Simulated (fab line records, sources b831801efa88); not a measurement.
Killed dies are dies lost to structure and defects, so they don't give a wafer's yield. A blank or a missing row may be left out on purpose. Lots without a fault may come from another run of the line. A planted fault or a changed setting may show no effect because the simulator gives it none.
One fault seen from 2 desks | flow sky130 | each desk has only its own numbers; what lay behind them comes last

THE TOOL OWNER'S DESK: pvd_sputter-04
The tool's own readings at SKY_CAPM_SPUTTER_02 (material TiN, target thk 200 nm, time 166.7 s): means of the sampled wafers that have a number, for each lot that ran on this tool. A lot is out of limits, marked OUT, if its mean lies more than 4 standard deviations from the usual mean; the brackets give that distance.
Columns: A = throttle_valve_pct at SKY_CAPM_SPUTTER_02, usual 30.2 %
lot  | first seen here | A
L450 | day 38 07:41    | 29.3
L455 | day 39 10:02    | 30.0
L457 | day 40 01:45    | 30.1
L458 | day 40 05:49    | 30.1
L463 | day 41 11:35    | 30.1
L464 | day 41 23:49    | 30.5
L465 | day 42 02:36    | 29.9
This desk's finding: nothing out of limits on any of the 7 lots.

THE METROLOGY DESK
What the gauges read, lot by lot, whatever tool the lot ran on: means of the sampled wafers that have a number. A lot is out of limits, marked OUT, if its mean lies more than 4 standard deviations from the usual mean; the brackets give that distance.
Columns: A = VIA2_W_RS at SKY_VIA2_RS_MEAS_22, usual 0.2721 ohm/sq; B = CAPM_TIN_RS at SKY_CAPM_RS_MEAS_03, usual 6.92 ohm/sq; C = CAPM_TIN_THK at SKY_CAPM_THK_MEAS_04, usual 201 nm; D = CAPM_OVL at SKY_CAPM_OVL_MEAS_12, usual -0.9 nm
lot  | first seen here | A      | B               | C             | D
L450 | day 38 06:58    | 0.2722 | 7.01            | 199           | -2.8
L453 | day 38 21:14    | 0.2709 | 6.84            | 204           | -2.0
L456 | day 39 07:29    | 0.2711 | 6.94            | 201           | -1.0
L455 | day 39 09:19    | 0.2752 | 7.03            | 197           | -1.7
L457 | day 40 01:03    | 0.2705 | 6.98            | 200           | -1.1
L458 | day 40 05:08    | 0.2681 | 6.94            | 199           | 0.5
L462 | day 41 06:22    | 0.2731 | 6.88            | 202           | 0.9
L461 | day 41 09:21    | 0.2716 | 6.91            | 201           | 0.6
L463 | day 41 10:35    | 0.2695 | 7.06            | 198           | -2.2
L464 | day 41 23:06    | 0.2737 | 6.94            | 198           | 1.4
L465 | day 42 01:47    | 0.2731 | 6.03 (-8.1) OUT | 237 (+11) OUT | -2.0
This desk's finding: out of limits on L465; first on L465, day 42 02:45 (CAPM_TIN_RS at SKY_CAPM_RS_MEAS_03). In limits: L450, L453, L456, L455, L457, L458, L462, L461, L463, L464.

PUT TOGETHER
The metrology desk could have raised an alarm at day 42 02:45, on L465.
The tool owner's desk saw nothing out of limits.
The tool owner's desk has L465 on record, within its limits.
Of the lots named, all ran SKY_CAPM_SPUTTER_02 on pvd_sputter-04.

WHAT THE SIMULATOR HAD PUT IN
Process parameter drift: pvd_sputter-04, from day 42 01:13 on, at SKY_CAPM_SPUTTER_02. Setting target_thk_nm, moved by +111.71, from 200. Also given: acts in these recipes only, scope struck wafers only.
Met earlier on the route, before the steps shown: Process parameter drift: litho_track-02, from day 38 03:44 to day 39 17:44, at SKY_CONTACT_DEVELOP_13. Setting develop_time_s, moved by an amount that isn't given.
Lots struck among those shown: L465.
Hours from the fault's start to each desk's first reading out of limits: the metrology desk, 2.
